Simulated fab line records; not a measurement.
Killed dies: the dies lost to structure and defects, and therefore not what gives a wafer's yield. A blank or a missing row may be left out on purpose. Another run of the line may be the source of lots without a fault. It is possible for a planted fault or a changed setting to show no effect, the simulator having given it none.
Struck lot and sound lot, side by side / flow sky130 / 44 out of 708 route steps
Sound: these wafers, L410.4, L410.5, L410.6. Struck: wafers L413.2, L413.4, L413.5. The cause is given at the end.
Per side, at each step with rows, come the tool, then ch with its chambers, and then its first start. Under that, the readings that differ: sound wafers / struck wafers / difference of the means / sigmas: that difference in standard deviations of wafers without a fault.
alike: readings with means less than 2 such deviations apart, plus words and numbers identical on both sides. not compared: withheld readings, readings lacking a value on some wafer, bounds such as >300 that could conceal the same value, and numbers that have no deviation in the record and whose values overlap.
The two part at a step that has a row with sigmas, a row that says differs or no value, or rows on one side only. Numbers that have no deviation but don't overlap get no sigmas and don't part them. A reading missing from all wafers of one side parts the sides only when that side holds two or more wafers.

first, 4 steps without rows for these wafers: SKY_LDD_LDN_SOFTBAKE_03 (time 60 s); SKY_LDD_LDN_EXPOSE_04 (exposes mask LDNTM, target cd 700 nm); SKY_LDD_LDN_PEB_05; SKY_LDD_LDN_DEVELOP_06 (develop time 60 s).
SKY_LDD_LDN_OVL_MEAS_07:
  struck on overlay-02, day 25 13:36; sound on overlay-02, day 24 10:59
  alike: LDD_LDN_OVL
then, 4 steps without rows for these wafers: SKY_LDD_LDN_IMPLANT_08; SKY_LDD_LDN_IMPLANT_09; SKY_LDD_LDN_IMPLANT_10; SKY_LDD_LDN_IMPLANT_11.
SKY_LDD_LDN_STRIP_12: strips in O2/N2.
  sound on plasma_asher-02 ch 0,1, day 24 11:38; struck on plasma_asher-02 ch 0,1, day 25 14:16
  alike: drypump_motor_current_A, oes_product_au, strip_time_to_endpoint_s
  not compared: rf_hours_counter_h
SKY_LDD_LDN_TW_MEAS_13:
  struck on film_metro-03, day 25 14:22; sound on film_metro-01, day 24 11:44
  alike: LDD_LDN_TW
then, 1 step without rows for these wafers: SKY_LDD_LDN_CLEAN_14 (cleans in SC1/SC2, time 150 s).
SKY_SPACER_CVD_00: deposits Si3N4 from DCS/NH3, target thk 43.1 nm, time 740 s.
  sound on lpcvd-02 ch 1, day 24 11:49; struck on lpcvd-02 ch 1, day 25 14:28
reading=spike_tc_bottom_C (C); sound=788.8 788.7 789.0; struck=798.8 799.8 800.5; difference=+10.9; sigmas=+11
reading=spike_tc_centre_C (C); sound=771.1 769.9 770.1; struck=781.7 778.8 781.8; difference=+10.4; sigmas=+10
reading=spike_tc_lower_C (C); sound=771.7 772.1 771.1; struck=781.1 780.8 781.1; difference=+9.4; sigmas=+7
reading=spike_tc_top_C (C); sound=783.6 782.5 781.8; struck=791.4 793.6 793.1; difference=+10.1; sigmas=+8
reading=spike_tc_upper_C (C); sound=770.3 770.2 768.8; struck=781.1 779.2 779.1; difference=+10.0; sigmas=+9
reading=susceptor_temp_C (C); sound=770.6 770.4 770.5; struck=780.2 779.6 780.0; difference=+9.4; sigmas=+25
reading=model.Si3N4_of_SPACER_CVD_00.thk_nm (nm); sound=42.84 42.86 42.77; struck=51.73 51.68 51.97; difference=+8.97; sigmas=
SKY_SPACER_THK_MEAS_01:
  struck on film_metro-04, day 25 15:41; sound on film_metro-03, day 24 13:04
reading=SPACER_CVD_00_THK (nm); sound=42.8 42.8 42.8; struck=51.7 51.7 51.9; difference=+9.0; sigmas=+22
SKY_SPACER_ETCHBACK_02: etches Si3N4 in CH3F/O2, stops on SiO2, time 46.7 s, target depth 45 nm.
  sound on rie_diel-03 ch 0,1,3, day 24 13:05; struck on rie_diel-01 ch 0,2,3, day 25 15:44
reading=oes_product_au (a.u.); sound=0.857 0.852 0.854; struck=0.939 0.952 0.952; difference=+0.093; sigmas=+14
reading=model.etch.depth_nm (nm); sound=42.84 42.86 42.77; struck=51.73 51.68 51.97; difference=+8.97; sigmas=
  alike: drypump_motor_current_A, rf_fwd_power_W, throttle_valve_pct
  not compared: rf_hours_counter_h
then, 8 steps without rows for these wafers: SKY_POLY_CUT_DEHYDRATE_00 (time 60 s); SKY_POLY_CUT_HMDS_01 (prime time 60 s); SKY_POLY_CUT_COAT_02 (resist thk 60 nm); SKY_POLY_CUT_COAT_03 (resist thk 450 nm); SKY_POLY_CUT_SOFTBAKE_04 (time 90 s); SKY_POLY_CUT_EXPOSE_05 (exposes mask NPCM, target cd 270 nm); SKY_POLY_CUT_PEB_06; SKY_POLY_CUT_DEVELOP_07 (develop time 60 s).
SKY_POLY_CUT_CD_MEAS_08: target cd 270 nm.
  struck on cd_sem-01, day 26 20:51; sound on cd_sem-02, day 25 19:05
  alike: cd_nm
SKY_POLY_CUT_OVL_MEAS_09:
  struck on overlay-01, day 26 20:57; sound on overlay-01, day 25 19:10
  alike: POLY_CUT_OVL
SKY_POLY_CUT_ETCH_10: etches BARC in N2/H2, stops on SiO2, time 45.9 s, target depth 60 nm.
  sound on rie_diel-04 ch 0,3, day 25 19:11; struck on rie_diel-01 ch 0,1,2, day 26 20:59
  alike: drypump_motor_current_A, oes_product_au, rf_fwd_power_W, throttle_valve_pct
  not compared: rf_hours_counter_h
SKY_POLY_CUT_ETCH_11: etches Si3N4 in CF4/CH2F2/Ar, stops on poly-Si, time 42.5 s, target depth 60 nm.
  sound on rie_diel-04 ch 0,3, day 25 19:13; struck on rie_diel-01 ch 0,1,2, day 26 21:02
  alike: drypump_motor_current_A, oes_product_au, rf_fwd_power_W, throttle_valve_pct
  not compared: rf_hours_counter_h
SKY_POLY_CUT_STRIP_12: strips in O2/N2.
  sound on plasma_asher-03 ch 0,1, day 25 19:17; struck on plasma_asher-03 ch 0,1, day 26 21:04
  alike: drypump_motor_current_A, oes_product_au, strip_time_to_endpoint_s
  not compared: rf_hours_counter_h
then, 7 steps without rows for these wafers: SKY_SD_P_DEHYDRATE_00 (time 60 s); SKY_SD_P_HMDS_01 (prime time 60 s); SKY_SD_P_COAT_02 (resist thk 1140 nm); SKY_SD_P_SOFTBAKE_03 (time 60 s); SKY_SD_P_EXPOSE_04 (exposes mask PSDM, target cd 380 nm); SKY_SD_P_PEB_05; SKY_SD_P_DEVELOP_06 (develop time 58.02 s).
SKY_SD_P_CD_MEAS_07: target cd 380 nm.
  struck on cd_sem-02, day 28 01:27; sound on cd_sem-02, day 26 23:23
  alike: cd_nm
SKY_SD_P_OVL_MEAS_08:
  struck on overlay-02, day 28 01:33; sound on overlay-02, day 26 23:28
  alike: SD_P_OVL
following that, these wafers have no rows for 1 step: SKY_SD_P_IMPLANT_09.
SKY_SD_P_STRIP_10: strips in O2/N2.
  sound on plasma_asher-03 ch 0,1, day 26 23:40; struck on plasma_asher-03 ch 0,1, day 28 01:44
  alike: drypump_motor_current_A, oes_product_au, strip_time_to_endpoint_s
  not compared: rf_hours_counter_h
SKY_SD_P_TW_MEAS_11:
  struck on film_metro-03, day 28 01:50; sound on film_metro-03, day 26 23:46
  alike: SD_P_TW
then, 2 steps without rows for these wafers: SKY_RES_XHIGH_DEHYDRATE_00 (time 60 s); SKY_RES_XHIGH_HMDS_01 (prime time 60 s).
-- the record jumps here: 2 days lie between the struck wafers' starts before and after (it left off in module RES_XHIGH and takes up again in module SALICIDE, whose first step shown is number 361 of the route) --
SKY_SALICIDE_CLEAN_00: cleans in HF-last, time 30 s.
  sound on wet_bench-04 ch 2, day 29 09:37; struck on wet_bench-02 ch 2, day 30 12:55
reading=model.Si3N4_of_SPACER_CVD_00.thk_nm (nm); sound=41.86 41.87 41.79; struck=50.75 50.7 50.99; difference=+8.97; sigmas=
-- the record jumps here: 17 days lie between the struck wafers' starts before and after (it left off in module SALICIDE and takes up again in module PAD_OPEN, whose first step shown is number 708 of the route) --
SKY_PAD_OPEN_PROBE_99:
  struck on prober-01, day 47 18:13; sound on prober-02, day 46 20:17
reading=model.etest.pfet_01v8.r_on_ohm_um; sound=2929 2880 2916; struck=3068 3080 3081; difference=+168; sigmas=
reading=model.etest.nfet_g5v0d10v5.r_on_ohm_um; sound=1907 1885 1887; struck=1939 1943 1964; difference=+56; sigmas=
reading=model.etest.sonos_uncharged.r_on_ohm_um; sound=805.5 818.4 814.5; struck=879.1 867.4 855.9; difference=+54.7; sigmas=
reading=model.etest.pfet_01v8.drive_ua_um; sound=191.1 191.6 189.8; struck=186 183.2 182.3; difference=-7; sigmas=
reading=model.etest.sram_pfet_latch.drive_ua_um; sound=139.6 138.6 139.5; struck=134.2 133.3 138.2; difference=-4.0; sigmas=
reading=model.etest.pfet_01v8_hvt.drive_ua_um; sound=142.4 141.9 138.7; struck=135.1 134.7 134.9; difference=-6.1; sigmas=
reading=model.etest.pfet_01v8_lvt.drive_ua_um; sound=176.1 175.2 173.5; struck=170.8 169.7 167.4; difference=-5.6; sigmas=
  not compared: model.etest.pfet_01v8_mvt.drive_ua_um

## WHERE THEY PART
Last at SKY_SPACER_ETCHBACK_02 as far as this record goes, first at SKY_SPACER_CVD_00. Later steps at which nothing parts them and some readings are alike: SKY_POLY_CUT_CD_MEAS_08, SKY_POLY_CUT_OVL_MEAS_09, SKY_POLY_CUT_ETCH_10, SKY_POLY_CUT_ETCH_11, SKY_POLY_CUT_STRIP_12, SKY_SD_P_CD_MEAS_07, SKY_SD_P_OVL_MEAS_08, SKY_SD_P_STRIP_10, SKY_SD_P_TW_MEAS_11.

WHY: what the simulator had put in
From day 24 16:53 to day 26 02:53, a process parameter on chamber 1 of lpcvd-02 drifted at SKY_SPACER_CVD_00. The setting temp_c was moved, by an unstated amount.
